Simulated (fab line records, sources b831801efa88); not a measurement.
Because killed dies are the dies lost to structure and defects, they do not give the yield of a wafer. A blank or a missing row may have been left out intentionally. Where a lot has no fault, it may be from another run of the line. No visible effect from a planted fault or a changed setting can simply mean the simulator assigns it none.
fab line records	flow sky130	part 1 of 2: steps 1 to 29 of 44
[record] lots = 5	wafers = 15	lastDay = 50
route steps=708 shown RES_PROTECT@206 POLY_GATE@213 LDD_N@237
lots that met no fault: taken from a fault-free run of the same line
startH: start of the lot's first displayed wafer, in hours after the record's first day	waitH: hours elapsed since this lot's preceding step	" as in the row above	L1.1+2: one row covering several wafers at once	- no value present, or no start provided	* or withheld: withheld	< > ~ a bound
route shown NAME@n: NAME is a module with steps in the file, n the number in the route of the first one	usual: mean and standard deviation over wafers with no fault	same: alike in all rows	chamber/n: place in a boat	sites: readings site by site	_std_site: standard deviation of those values	_edge_site: outer sites' mean less inner sites'	radiusMm: for every site, how far away it sits from the centre of the wafer	mask NAME#n: copy n	behind: the tool/chamber that last shaped the wafer	hold: why the lot went on hold/how many hours it stayed there/how the hold came to an end	device: the transistor (n, p or np) that didn't switch	end of line: the route-end tests of the same wafers	a step given without rows: its recipe and nothing more	killed: dies that structure and defects cost at the first sort, which is not the same as the wafer's yield	map: per-die view of a wafer (x killed, . not killed, _ where there is no die)
set.NAME: the setting that was run; set.NAME@STEP: the one run at that earlier step	model.NAME: the simulator's own value behind a step, which no gauge read
a table for each step, a row for each wafer; lots at some steps of the route
services: the hour from which a tool's chamber was out of use, counted from the record's first day as startH (under 0 if before that day), plus the number of hours and why
[[steps]]
[step SKY_RES_PROTECT_DEHYDRATE_00]
[recipe] tempC = 200	timeS = 60
lot.wafer	tool	chamber	startH	waitH
L084.1+4+6	lithoTrack-04	0	408.58	14.1
L087.3+4+6	lithoTrack-01	0	429.04	14.5
L086.1+5+6	lithoTrack-04	0	442.23	14.7
L093.1+3+4	lithoTrack-03	0	495.85	14.8
L097.1+2+4	lithoTrack-04	0	529.33	14.9
[step SKY_RES_PROTECT_HMDS_01]
[recipe] primeTimeS = 60	primeTempC = 120
lot.wafer	tool	chamber	startH	waitH
L084.1+4+6	lithoTrack-04	0	408.73	0.1
L087.3+4+6	lithoTrack-01	0	429.19	0.1
L086.1+5+6	lithoTrack-04	0	442.38	0.1
L093.1+3+4	lithoTrack-03	0	496.00	0.1
L097.1+2+4	lithoTrack-04	0	529.48	0.1
[step SKY_RES_PROTECT_COAT_02]
[recipe] resist = NOVOLAK	spinRpm = 3000	resistThkNm = 1140
[usual] spinSpeedRpm = 2999.9/1.7
lot.wafer	tool	chamber	startH	waitH	spinSpeedRpm
L084.1	lithoTrack-04	0	408.88	0.1	2998.1
L084.4	"	0	"	"	3002.7
L084.6	"	0	"	"	3002.6
L087.3	lithoTrack-01	0	429.34	0.1	2998.6
L087.4	"	0	"	"	2995.9
L087.6	"	0	"	"	2999.1
L086.1	lithoTrack-04	0	442.53	0.1	2999.1
L086.5	"	0	"	"	3001.4
L086.6	"	0	"	"	3001.8
L093.1	lithoTrack-03	0	496.15	0.1	2998.2
L093.3	"	0	"	"	2999.3
L093.4	"	0	"	"	3000.3
L097.1	lithoTrack-04	0	529.63	0.1	3001.1
L097.2	"	0	"	"	3002.0
L097.4	"	0	"	"	3003.0
[step SKY_RES_PROTECT_SOFTBAKE_03]
[recipe] tempC = 90	timeS = 60	resist = NOVOLAK
lot.wafer	tool	chamber	startH	waitH
L084.1+4+6	lithoTrack-04	0	409.03	0.1
L087.3+4+6	lithoTrack-01	0	429.49	0.1
L086.1+5+6	lithoTrack-04	0	442.68	0.1
L093.1+3+4	lithoTrack-03	0	496.30	0.1
L097.1+2+4	lithoTrack-04	0	529.78	0.1
[step SKY_RES_PROTECT_EXPOSE_04]
[recipe] maskId = RPM	na = 0.6	sourceShape = conventional	sigmaOuter = 0.6	polarization = unpolarized	targetCdNm = 1270	doseMj = 131
lot.wafer	tool	chamber	startH	waitH	mask
L084.1+4+6	ilineStepper-01	0	-	-	RPM#0
L087.3+4+6	ilineStepper-01	0	-	-	RPM#0
L086.1+5+6	ilineStepper-01	0	-	-	RPM#0
L093.1+3+4	ilineStepper-02	0	-	-	RPM#0
L097.1+2+4	ilineStepper-01	0	-	-	RPM#0
[step SKY_RES_PROTECT_PEB_05]
[recipe] tempC = withheld	timeS = *	resist = NOVOLAK
lot.wafer	tool	chamber	startH	waitH
L084.1+4+6	lithoTrack-01	0	-	-
L087.3+4+6	lithoTrack-03	0	-	-
L086.1+5+6	lithoTrack-01	0	-	-
L093.1+3+4	lithoTrack-04	0	-	-
L097.1+2+4	lithoTrack-01	0	-	-
[step SKY_RES_PROTECT_DEVELOP_06]
[recipe] resist = NOVOLAK	developer = TMAH	developTimeS = 60	devTempC = 23
lot.wafer	tool	chamber	startH	waitH
L084.1+4+6	lithoTrack-01	0	424.29	0.1
L087.3+4+6	lithoTrack-03	0	445.40	0.1
L086.1+5+6	lithoTrack-01	0	458.19	0.1
L093.1+3+4	lithoTrack-04	0	511.63	0.1
L097.1+2+4	lithoTrack-01	0	544.79	0.1
[step SKY_POLY_GATE_IMPLANT_02]
[recipe] species = P	energyKev = 30	doseCm2 = 7.7e+15	tiltDeg = 0
lot.wafer	tool	chamber	startH	waitH
L084.1+4+6	implanter-01	0	424.44	0.1
L087.3+4+6	implanter-01	0	445.55	0.1
L086.1+5+6	implanter-02	0	458.34	0.1
L093.1+3+4	implanter-02	0	511.78	0.1
L097.1+2+4	implanter-02	0	544.94	0.1
[step SKY_RES_PROTECT_STRIP_07]
[recipe] chemistry = O2/N2	powerW = 1400	pressureMtorr = 1500	platenTempC = withheld	o2FlowSccm = 3000	n2FlowSccm = 300	overashFraction = 0.5
[usual] drypumpMotorCurrentA = 5.51/0.23	n2FlowSccm = 300.1/0.84	oesProductAu = 0.517/0.0047	stripTimeToEndpointS = 23.29/0.04
lot.wafer	tool	chamber	startH	waitH	drypumpMotorCurrentA	n2FlowSccm	oesProductAu	rfHoursCounterH	stripTimeToEndpointS
L084.1	plasmaAsher-03	0	424.59	0.1	5.45	301.3	0.519	64	23.26
L084.4	"	1	"	"	5.97	300.8	0.517	-	23.29
L084.6	"	1	"	"	5.95	300.9	0.518	-	23.23
L087.3	plasmaAsher-03	1	445.68	0.1	5.95	301.3	0.523	-	23.25
L087.4	"	0	"	"	5.42	301.4	0.519	-	23.26
L087.6	"	0	"	"	5.42	301.7	0.520	-	23.32
L086.1	plasmaAsher-03	1	458.49	0.1	5.95	300.0	0.519	67	23.34
L086.5	"	1	"	"	5.96	301.3	0.528	-	23.33
L086.6	"	0	"	"	5.44	301.5	0.511	-	23.31
L093.1	plasmaAsher-01	1	511.93	0.1	5.24	299.5	0.514	9	23.27
L093.3	"	1	"	"	5.22	300.0	0.520	-	23.27
L093.4	"	0	"	"	5.47	299.1	0.513	-	23.23
L097.1	plasmaAsher-01	1	545.09	0.1	5.27	299.5	0.523	12	23.24
L097.2	"	0	"	"	5.47	299.2	0.510	12	23.26
L097.4	"	1	"	"	5.24	299.1	0.511	-	23.22
[step SKY_RES_PROTECT_TW_MEAS_08]
[usual] POLY_GATE_TW = 4009/31
lot.wafer	tool	chamber	startH	waitH	POLY_GATE_TW
L084.1	filmMetro-02	-	424.69	0.1	3994
L084.4	"	-	"	"	4021
L084.6	"	-	"	"	4029
L087.3	filmMetro-04	-	445.77	0.1	4077
L087.4	"	-	"	"	4058
L087.6	"	-	"	"	4067
L086.1	filmMetro-02	-	458.59	0.1	3988
L086.5	"	-	"	"	4009
L086.6	"	-	"	"	3986
L093.1	filmMetro-04	-	512.03	0.1	4057
L093.3	"	-	"	"	4083
L093.4	"	-	"	"	4066
L097.1	filmMetro-03	-	545.19	0.1	3944
L097.2	"	-	"	"	3954
L097.4	"	-	"	"	3948
[step SKY_RES_PROTECT_CLEAN_09]
[recipe] chemistry = SC1/SC2	mix = 1:4:20	tempC = 70	timeS = 150	dry = n2Spin
[usual] bathHeatDutyPct = 13.8/1.1
lot.wafer	tool	chamber	startH	waitH	bathHeatDutyPct
L084.1	wetBench-03	1	424.75	0.1	13.5
L084.4	"	1	"	"	12.8
L084.6	"	1	"	"	13.5
L087.3	wetBench-03	3	445.81	0.0	13.2
L087.4	"	3	"	"	13.2
L087.6	"	3	"	"	13.4
L086.1	wetBench-01	1	458.65	0.1	13.6
L086.5	"	1	"	"	12.5
L086.6	"	1	"	"	13.6
L093.1	wetBench-04	2	512.09	0.1	13.9
L093.3	"	2	"	"	15.4
L093.4	"	2	"	"	14.0
L097.1	wetBench-01	0	545.25	0.1	11.9
L097.2	"	0	"	"	12.4
L097.4	"	0	"	"	12.2
[step SKY_POLY_GATE_CVD_03]
[recipe] material = Si3N4	precursor = DCS/NH3	targetThkNm = 75	tempC = 770	timeS = 1290	pressureMtorr = 250
lot.wafer	tool	chamber	startH	waitH
L084.1+4+6	lpcvd-02	0	425.79	1.0
L087.3+4+6	lpcvd-02	0	446.26	0.4
L086.1+5+6	lpcvd-02	1	459.49	0.8
L093.1+3+4	lpcvd-02	1	513.16	1.0
L097.1+2+4	lpcvd-02	1	545.77	0.5
[step SKY_POLY_GATE_THK_MEAS_04]
[recipe] reads = Si3N4_of_POLY_GATE_CVD_03
[usual] POLY_GATE_CVD_03_THK = 74.9/0.71
lot.wafer	tool	chamber	startH	waitH	POLY_GATE_CVD_03_THK[nm]
L084.1	filmMetro-01	-	427.15	0.0	74.4
L084.4	"	-	"	"	74.7
L084.6	"	-	"	"	74.4
L087.3	filmMetro-01	-	447.64	0.0	74.1
L087.4	"	-	"	"	73.7
L087.6	"	-	"	"	74.2
L086.1	filmMetro-02	-	460.85	0.0	75.7
L086.5	"	-	"	"	75.3
L086.6	"	-	"	"	75.5
L093.1	filmMetro-03	-	515.20	0.0	74.2
L093.3	"	-	"	"	74.9
L093.4	"	-	"	"	74.5
L097.1	filmMetro-03	-	547.14	0.0	75.4
L097.2	"	-	"	"	75.5
L097.4	"	-	"	"	75.5
[step SKY_POLY_GATE_DEHYDRATE_05]
[recipe] tempC = 200	timeS = 60
lot.wafer	tool	chamber	startH	waitH
L084.1+4+6	lithoTrack-03	0	441.70	14.5
L087.3+4+6	lithoTrack-03	0	462.30	14.7
L086.1+5+6	lithoTrack-02	0	476.25	15.4
L093.1+3+4	lithoTrack-01	0	529.64	14.4
L097.1+2+4	lithoTrack-01	0	561.59	14.4
[step SKY_POLY_GATE_HMDS_06]
[recipe] primeTimeS = 60	primeTempC = 120
lot.wafer	tool	chamber	startH	waitH
L084.1+4+6	lithoTrack-03	0	441.85	0.1
L087.3+4+6	lithoTrack-03	0	462.45	0.1
L086.1+5+6	lithoTrack-02	0	476.40	0.1
L093.1+3+4	lithoTrack-01	0	529.79	0.1
L097.1+2+4	lithoTrack-01	0	561.74	0.1
[step SKY_POLY_GATE_COAT_07]
[recipe] resist = BARC	tempC = withheld	timeS = withheld	spinRpm = 3000	resistThkNm = 110
[usual] spinSpeedRpm = 3000.3/2
lot.wafer	tool	chamber	startH	waitH	spinSpeedRpm
L084.1	lithoTrack-03	0	442.00	0.1	2997.7
L084.4	"	0	"	"	2998.8
L084.6	"	0	"	"	2997.7
L087.3	lithoTrack-03	0	462.60	0.1	3003.3
L087.4	"	0	"	"	3001.2
L087.6	"	0	"	"	3002.8
L086.1	lithoTrack-02	0	476.55	0.1	3000.7
L086.5	"	0	"	"	2997.3
L086.6	"	0	"	"	2998.2
L093.1	lithoTrack-01	0	529.94	0.1	2998.5
L093.3	"	0	"	"	2998.9
L093.4	"	0	"	"	3000.4
L097.1	lithoTrack-01	0	561.89	0.1	2998.7
L097.2	"	0	"	"	3000.1
L097.4	"	0	"	"	2999.3
[step SKY_POLY_GATE_COAT_08]
[recipe] resist = KrF-thick	spinRpm = 3000	resistThkNm = 450
[usual] spinSpeedRpm = 2999.8/2
lot.wafer	tool	chamber	startH	waitH	spinSpeedRpm
L084.1	lithoTrack-03	0	-	-	3002.8
L084.4	"	0	"	"	3004.9
L084.6	"	0	"	"	3000.2
L087.3	lithoTrack-03	0	-	-	2997.8
L087.4	"	0	"	"	2998.9
L087.6	"	0	"	"	2997.9
L086.1	lithoTrack-02	0	-	-	3002.8
L086.5	"	0	"	"	3000.4
L086.6	"	0	"	"	2998.9
L093.1	lithoTrack-01	0	-	-	2997.1
L093.3	"	0	"	"	2999.6
L093.4	"	0	"	"	2999.3
L097.1	lithoTrack-01	0	-	-	3002.7
L097.2	"	0	"	"	3001.0
L097.4	"	0	"	"	3001.3
[step SKY_POLY_GATE_SOFTBAKE_09]
[recipe] tempC = 100	timeS = 90	resist = KrF-thick
lot.wafer	tool	chamber	startH	waitH
L084.1+4+6	lithoTrack-03	0	-	-
L087.3+4+6	lithoTrack-03	0	-	-
L086.1+5+6	lithoTrack-02	0	-	-
L093.1+3+4	lithoTrack-01	0	-	-
L097.1+2+4	lithoTrack-01	0	-	-
[step SKY_POLY_GATE_EXPOSE_10]
[recipe] maskId = P1M	na = 0.68	sourceShape = conventional	sigmaOuter = 0.6	targetCdNm = 150	doseMj = 28
lot.wafer	tool	chamber	startH	waitH	mask
L084.1+4+6	krfScanner-02	0	-	-	P1M#0
L087.3+4+6	krfScanner-02	0	-	-	P1M#0
L086.1+5+6	krfScanner-01	0	-	-	P1M#0
L093.1+3+4	krfScanner-01	0	-	-	P1M#0
L097.1+2+4	krfScanner-02	0	-	-	P1M#0
[step SKY_POLY_GATE_PEB_11]
[recipe] pebTempC = withheld	pebTimeS = withheld	resist = KrF-thick
lot.wafer	tool	chamber	startH	waitH
L084.1+4+6	lithoTrack-03	0	-	-
L087.3+4+6	lithoTrack-01	0	-	-
L086.1+5+6	lithoTrack-02	0	-	-
L093.1+3+4	lithoTrack-01	0	-	-
L097.1+2+4	lithoTrack-03	0	-	-
[step SKY_POLY_GATE_DEVELOP_12]
[recipe] developTimeS = 60	resist = KrF-thick	devTempC = 21
lot.wafer	tool	chamber	startH	waitH
L084.1+4+6	lithoTrack-03	0	-	-
L087.3+4+6	lithoTrack-01	0	-	-
L086.1+5+6	lithoTrack-02	0	-	-
L093.1+3+4	lithoTrack-01	0	-	-
L097.1+2+4	lithoTrack-03	0	-	-
[step SKY_POLY_GATE_CD_MEAS_13]
[recipe] targetCdNm = 150
[usual] cdNm = 149.7/1.4
lot.wafer	tool	chamber	startH	waitH	cdNm
L084.1	cdSem-01	-	458.35	-	148.6
L084.4	"	-	"	"	148.5
L084.6	"	-	"	"	148.2
L087.3	cdSem-01	-	479.04	-	150.4
L087.4	"	-	"	"	150.4
L087.6	"	-	"	"	151.9
L086.1	cdSem-02	-	492.35	-	150.5
L086.5	"	-	"	"	149.8
L086.6	"	-	"	"	150.9
L093.1	cdSem-01	-	545.29	-	150.1
L093.3	"	-	"	"	150.4
L093.4	"	-	"	"	149.9
L097.1	cdSem-02	-	576.90	-	149.1
L097.2	"	-	"	"	147.9
L097.4	"	-	"	"	148.6
[step SKY_POLY_GATE_OVL_MEAS_14]
[usual] POLY_GATE_OVL = 2/4.5
lot.wafer	tool	chamber	startH	waitH	POLY_GATE_OVL[nm]
L084.1	overlay-01	-	458.47	0.1	8
L084.4	"	-	"	"	7
L084.6	"	-	"	"	3
L087.3	overlay-02	-	479.13	0.1	5
L087.4	"	-	"	"	2
L087.6	"	-	"	"	6
L086.1	overlay-02	-	492.47	0.1	1
L086.5	"	-	"	"	1
L086.6	"	-	"	"	1
L093.1	overlay-02	-	545.41	0.1	-1
L093.3	"	-	"	"	-3
L093.4	"	-	"	"	-1
L097.1	overlay-02	-	577.02	0.1	10
L097.2	"	-	"	"	8
L097.4	"	-	"	"	4
[step SKY_POLY_GATE_ETCH_15]
[recipe] chemistry = N2/H2	target = BARC	ionEnergyEv = 200	sourceW = 500	biasW = 100	pressureMtorr = 30	n2FlowSccm = 100	h2FlowSccm = 200	stopOn = SiO2	timeS = 118.5	targetDepthA = 1100
[usual] drypumpMotorCurrentA = 5.4/0.32	h2FlowSccm = 200.0/0.57	n2FlowSccm = 100.0/0.3	oesProductAu = 0.717/0.0044	throttleValvePct = 13.213/0.0084
lot.wafer	tool	chamber	startH	waitH	drypumpMotorCurrentA	h2FlowSccm	n2FlowSccm	oesProductAu	rfHoursCounterH	throttleValvePct
L084.1	rieDiel-03	3	458.51	0.0	5.3	200.4	100.3	0.715	13	13.210
L084.4	"	1	"	"	5.3	200.4	100.3	0.719	87	13.228
L084.6	"	0	"	"	5.2	200.5	99.8	0.714	-	13.209
L087.3	rieDiel-03	1	479.16	0.0	5.4	199.2	100.3	0.718	88	13.207
L087.4	"	0	"	"	5.2	198.9	100.3	0.717	14	13.210
L087.6	"	1	"	"	5.3	200.4	100.0	0.710	-	13.196
L086.1	rieDiel-03	0	492.51	0.0	5.2	199.5	100.1	0.718	14	13.226
L086.5	"	2	"	"	5.1	199.5	100.3	0.711	-	13.205
L086.6	"	1	"	"	5.3	199.8	100.1	0.713	-	13.216
L093.1	rieDiel-03	0	545.45	0.0	5.2	199.1	99.9	0.710	15	13.206
L093.3	"	3	"	"	5.3	200.0	99.7	0.728	15	13.216
L093.4	"	0	"	"	5.2	200.4	99.4	0.714	-	13.215
L097.1	rieDiel-04	2	577.06	0.0	5.6	199.2	100.1	0.717	6	13.210
L097.2	"	1	"	"	5.8	200.1	99.2	0.718	4	13.220
L097.4	"	0	"	"	5.0	199.6	99.8	0.717	1	13.214
[step SKY_POLY_GATE_ETCH_16]
[recipe] stopOn = poly-Si	chemistry = CH3F/O2	target = Si3N4	sourceW = 400	biasW = 80	pressureMtorr = 25	ch3fFlowSccm = 40	O2_flow_sccm = 30	timeS = 147.5	targetDepthA = 750
[usual] ch3fFlowSccm = 39.99/0.13	drypumpMotorCurrentA = 5.4/0.33	oesProductAu = 0.640/0.0047	throttleValvePct = 10.536/0.0094
lot.wafer	tool	chamber	startH	waitH	ch3fFlowSccm	drypumpMotorCurrentA	oesProductAu	rfHoursCounterH	throttleValvePct
L084.1	rieDiel-03	3	458.59	0.0	39.76	5.3	0.647	13	10.537
L084.4	"	1	"	"	40.35	5.3	0.641	87	10.539
L084.6	"	0	"	"	40.08	5.2	0.636	-	10.544
L087.3	rieDiel-03	1	479.24	0.0	40.07	5.3	0.633	88	10.551
L087.4	"	0	"	"	39.97	5.2	0.638	14	10.526
L087.6	"	1	"	"	39.87	5.3	0.634	-	10.536
L086.1	rieDiel-03	0	492.59	0.0	40.13	5.2	0.642	14	10.548
L086.5	"	2	"	"	39.82	5.1	0.646	-	10.540
L086.6	"	1	"	"	39.99	5.4	0.638	-	10.542
L093.1	rieDiel-03	0	545.53	0.0	40.10	5.2	0.637	15	10.547
L093.3	"	3	"	"	40.04	5.3	0.643	15	10.528
L093.4	"	0	"	"	40.03	5.2	0.639	-	10.534
L097.1	rieDiel-04	2	577.14	0.0	39.79	5.6	0.641	6	10.530
L097.2	"	1	"	"	39.90	5.7	0.644	4	10.559
L097.4	"	0	"	"	39.93	5.0	0.636	1	10.522
[step SKY_POLY_GATE_ETCH_17]
[recipe] targetDepthNm = 180	stopOn = SiO2	overEtchFrac = 0.56667	chemistry = HBr/Cl2	target = poly-Si	icpW = 400	biasW = 100	pressureMtorr = 10	HBr_flow_sccm = 150	Cl2_flow_sccm = 50	timeS = 70.5
[usual] drypumpMotorCurrentA = 5.4/0.52	oesProductAu = 0.983/0.0087	throttleValvePct = 33.685/0.008
lot.wafer	tool	chamber	startH	waitH	drypumpMotorCurrentA	oesProductAu	rfHoursCounterH	throttleValvePct
L084.1	rieSi-01	1	458.69	0.0	5.4	0.977	23	33.688
L084.4	"	0	"	"	4.7	0.979	52	33.690
L084.6	"	3	"	"	5.6	0.985	-	33.680
L087.3	rieSi-01	1	479.34	0.0	5.4	0.984	23	33.693
L087.4	"	3	"	"	5.5	0.989	2	33.691
L087.6	"	2	"	"	6.4	0.993	-	33.682
L086.1	rieSi-02	2	492.69	0.0	5.6	0.975	0	33.684
L086.5	"	0	"	"	5.0	0.987	-	33.687
L086.6	"	3	"	"	4.9	0.975	-	33.697
L093.1	rieSi-01	3	545.63	0.0	5.5	0.987	2	33.683
L093.3	"	0	"	"	4.8	0.993	0	33.683
L093.4	"	1	"	"	5.4	0.998	-	33.673
L097.1	rieSi-01	3	577.24	0.0	5.5	0.999	2	33.693
L097.2	"	1	"	"	5.4	0.987	23	33.689
L097.4	"	2	"	"	6.4	1.004	0	33.688
[step SKY_POLY_GATE_STRIP_18]
[recipe] chemistry = O2/N2	powerW = 1400	pressureMtorr = 1500	platenTempC = withheld	o2FlowSccm = 3000	n2FlowSccm = 300	overashFraction = 0.5
[usual] drypumpMotorCurrentA = 5.57/0.19	n2FlowSccm = 300.1/0.85	oesProductAu = 0.360/0.0049	stripTimeToEndpointS = 3.14/0.041
lot.wafer	tool	chamber	startH	waitH	drypumpMotorCurrentA	n2FlowSccm	oesProductAu	rfHoursCounterH	stripTimeToEndpointS
L084.1	plasmaAsher-03	0	458.74	0.0	5.42	299.1	0.364	67	3.16
L084.4	"	0	"	"	5.42	299.1	0.361	-	3.15
L084.6	"	0	"	"	5.44	299.2	0.360	-	3.08
L087.3	plasmaAsher-03	1	479.43	0.1	5.94	301.8	0.361	-	3.12
L087.4	"	0	"	"	5.44	299.8	0.357	-	3.08
L087.6	"	0	"	"	5.43	300.4	0.353	-	3.09
L086.1	plasmaAsher-02	0	492.75	0.0	5.45	300.3	0.358	35	3.15
L086.5	"	0	"	"	5.47	300.8	0.360	-	3.12
L086.6	"	1	"	"	5.51	299.9	0.356	-	3.14
L093.1	plasmaAsher-04	0	545.69	0.0	5.68	300.4	0.362	83	3.11
L093.3	"	0	"	"	5.70	300.3	0.364	-	3.16
L093.4	"	1	"	"	5.40	298.6	0.365	-	3.08
L097.1	plasmaAsher-02	0	577.29	0.0	5.47	300.9	0.355	44	3.19
L097.2	"	1	"	"	5.52	301.2	0.365	44	3.17
L097.4	"	0	"	"	5.48	301.7	0.365	-	3.21
[step SKY_POLY_GATE_CLEAN_19]
[recipe] chemistry = SC1/SC2	mix = 1:4:20	tempC = 70	timeS = 150	dry = n2Spin
[usual] bathHeatDutyPct = 13.9/1.4
lot.wafer	tool	chamber	startH	waitH	bathHeatDutyPct
L084.1	wetBench-04	3	458.84	0.1	16.9
L084.4	"	3	"	"	16.7
L084.6	"	3	"	"	16.3
L087.3	wetBench-04	2	479.49	0.0	15.6
L087.4	"	2	"	"	14.5
L087.6	"	2	"	"	14.0
L086.1	wetBench-04	1	492.85	0.1	13.9
L086.5	"	1	"	"	12.5
L086.6	"	1	"	"	12.9
L093.1	wetBench-02	2	545.79	0.1	14.8
L093.3	"	2	"	"	15.4
L093.4	"	2	"	"	14.2
L097.1	wetBench-01	2	577.39	0.1	14.5
L097.2	"	2	"	"	14.1
L097.4	"	2	"	"	14.1
[step SKY_POLY_GATE_OXIDATION_20]
[recipe] tempC = 850	ambient = O2	stabiliseS = 600	purgeS = 300	targetThkA = 40	oxTimeS = 899
[same] stabiliseS = 600
lot.wafer	tool	chamber	startH	waitH
L084.1+4+6	furnace-01	0	458.89	0.0
L087.3+4+6	furnace-02	0	479.54	0.0
L086.1+5+6	furnace-02	0	493.72	0.8
L093.1+3+4	furnace-01	0	545.84	0.0
L097.1+2+4	furnace-02	0	577.45	0.0
